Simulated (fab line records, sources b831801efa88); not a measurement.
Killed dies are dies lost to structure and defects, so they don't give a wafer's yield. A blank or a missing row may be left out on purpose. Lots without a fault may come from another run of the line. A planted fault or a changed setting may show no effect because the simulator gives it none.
Chamber matching | flow gf180mcu | GF_V5_CMP_04 on cmp-02: 4 sister chambers
The step polishes SiO2. 14 wafers are shown with their chamber, then 7 later ones without.

WAFERS WITH THEIR CHAMBER
wafer  | chamber | motor_current_A (A) | platen_rpm (rpm) | retaining_ring_pressure_frac
L209.1 | 2       | 11.8                | 60.12            | 1.001
L209.2 | 0       | 12.7                | 60.09            | 1.000
L209.3 | 1       | 10.7                | 59.95            | 0.997
L211.2 | 1       | 11.9                | 60.06            | 0.993
L211.5 | 3       | 11.5                | 60.01            | 1.000
L211.6 | 2       | 12.0                | 59.97            | 0.997
L216.1 | 2       | 11.9                | 60.03            | 0.995
L216.3 | 0       | 12.5                | 59.98            | 0.997
L216.6 | 3       | 11.6                | 60.03            | 1.001
L226.1 | 0       | 12.1                | 59.99            | 1.007
L226.2 | 2       | 10.9                | 60.03            | 1.002
L226.4 | 3       | 11.9                | 60.00            | 0.998
L227.1 | 1       | 11.9                | 60.00            | 1.003
L227.2 | 0       | 12.8                | 60.03            | 0.992

SIGNATURES (means of the wafers above)
reading                      | chamber 0 | chamber 1 | chamber 2 | chamber 3 | scatter within a chamber
motor_current_A              | 12.525    | 11.500    | 11.650    | 11.667    | 0.459
platen_rpm                   | 60.0225   | 60.0033   | 60.0375   | 60.0133   | 0.0505
retaining_ring_pressure_frac | 0.99900   | 0.99767   | 0.99875   | 0.99967   | 0.00454
Rule: a wafer's distance from a chamber is the root of the sum, over the readings, of the square of ((its reading less the chamber's mean) divided by the reading's scatter). The wafer belongs to the nearest chamber; if the next one is less than 2 further off, it can't be placed. The scatter: the root of (the sum of the squares of (reading less its chamber's mean) over the shown wafers, divided by (wafers less chambers)).

WAFERS WITHOUT THEIR CHAMBER
wafer  | motor_current_A (A) | platen_rpm (rpm) | retaining_ring_pressure_frac
L227.3 | 12.3                | 60.00            | 1.006
L228.1 | 11.6                | 59.96            | 0.994
L228.5 | 11.5                | 60.05            | 1.000
L228.6 | 11.5                | 60.06            | 1.003
L230.1 | 12.8                | 60.08            | 1.008
L230.2 | 11.3                | 60.00            | 0.996
L230.3 | 11.8                | 60.00            | 1.004

WHICH CHAMBER EACH WENT THROUGH
wafer  | from the rows above               | in truth
L227.3 | can't be placed: 0 or 3 or 2 or 1 | 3
L228.1 | can't be placed: 1 or 3 or 2 or 0 | 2
L228.5 | can't be placed: 2 or 3 or 1 or 0 | 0
L228.6 | can't be placed: 2 or 3 or 1 or 0 | 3
L230.1 | can't be placed: 0 or 2 or 3 or 1 | 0
L230.2 | can't be placed: 1 or 3 or 2      | 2
L230.3 | can't be placed: 3 or 2 or 1 or 0 | 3
Placed correctly: 0 of 7. Can't be placed from these rows: 7 (the true chamber is among the candidates in 7). Placed wrongly: 0.
